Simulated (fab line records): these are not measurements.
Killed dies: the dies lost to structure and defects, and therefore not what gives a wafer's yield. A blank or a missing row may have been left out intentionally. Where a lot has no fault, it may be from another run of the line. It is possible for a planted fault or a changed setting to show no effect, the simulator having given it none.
2 desks, one fault | flow sky130 | numbers are kept per desk, each desk with only its own; the story behind them comes last

## AT THE TOOL OWNER'S DESK: litho_track-03
The tool's own readings at SKY_VT_ADJUST_HVTR_COAT_02 (resist thk 1140 nm): means of the sampled wafers that have a number, for each lot that ran on this tool. Marked OUT: a lot whose mean sits more than 4 standard deviations from the usual mean, which makes it out of limits; the brackets give that distance.
Columns: A = chill_plate_temp_C at SKY_VT_ADJUST_HVTR_COAT_02, usual 23.01 C; B = dispense_pressure_kPa at SKY_VT_ADJUST_HVTR_COAT_02, usual 47.2 kPa
lot  | first seen here | A     | B
L299 | day 9 04:19     | 22.97 | 46.6
L305 | day 10 21:52    | 23.04 | 46.6
L306 | day 11 02:40    | 23.03 | 46.6
L317 | day 14 17:25    | 22.92 | 46.6
L319 | day 15 06:22    | 23.06 | 46.6
This desk's verdict: no lot among the 5 shows anything out of limits.

## FROM THE METROLOGY DESK
What the gauges read for every lot (on any tool): the sampled wafers with a number, averaged. Marked OUT: a lot whose mean sits more than 4 standard deviations from the usual mean, which makes it out of limits; the brackets give that distance.
Columns: A = cd_nm at SKY_VT_ADJUST_HVTR_CD_MEAS_07, usual 380.1 nm; B = VT_ADJUST_PCH_TW at SKY_VT_ADJUST_PCH_TW_MEAS_10, usual 143.2; C = SONOS_TUNNEL_TW at SKY_SONOS_TUNNEL_TW_MEAS_12, usual 197.5; D = cd_nm at SKY_METAL1_CD_MEAS_15, usual 140.2 nm; E = METAL1_OVL at SKY_METAL1_OVL_MEAS_16, usual 1 nm
lot  | first seen here | A     | B               | C               | D     | E
L299 | day 9 15:45     | 377.4 | 141.0           | 196.2           | 141.2 | -1
L303 | day 10 14:19    | 379.6 | 144.2           | 198.7           | 139.2 | 1
L305 | day 11 08:26    | 376.6 | 143.8           | 196.7           | 141.2 | -4
L306 | day 11 15:12    | 382.2 | 142.4           | 196.8           | 141.0 | 3
L307 | day 12 19:29    | -     | 225.8 (+64) OUT | 247.9 (+39) OUT | 138.5 | 0
L308 | day 13 09:20    | -     | 225.8 (+64) OUT | 251.8 (+42) OUT | 141.2 | 5
L309 | day 13 18:46    | -     | 222.4 (+61) OUT | 251.4 (+41) OUT | 142.4 | -3
L317 | day 15 07:16    | 376.9 | 143.7           | 199.0           | 140.2 | 2
L318 | day 15 13:34    | 381.1 | 144.0           | 197.8           | 140.5 | -6
L319 | day 15 20:21    | 380.5 | 143.5           | 197.8           | 139.8 | 8
L320 | day 16 01:55    | 381.1 | 143.3           | 198.3           | 140.3 | -8
L321 | day 16 07:30    | 381.1 | 143.5           | 198.3           | 140.2 | -5
This desk's result: L307, L308, L309 out of limits, first on L307 (VT_ADJUST_PCH_TW at SKY_VT_ADJUST_PCH_TW_MEAS_10), day 12 19:29. In limits: L299, L303, L305, L306, L317, L318, L319, L320, L321.

## TAKEN TOGETHER
An alarm was possible from the metrology desk at day 12 19:29, on L307, L308, L309.
The tool owner's desk saw nothing out of limits.
The tool owner's desk has no number on record for L307, L308, L309.
All the named lots went through SKY_VT_ADJUST_HVTR_COAT_02 on litho_track-03.

## WHAT THE SIMULATOR PUT IN
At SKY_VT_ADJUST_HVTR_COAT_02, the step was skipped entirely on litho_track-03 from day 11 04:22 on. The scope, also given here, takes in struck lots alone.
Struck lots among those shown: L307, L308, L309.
Hours from the fault's start to each desk's first reading out of limits: the metrology desk, 39.
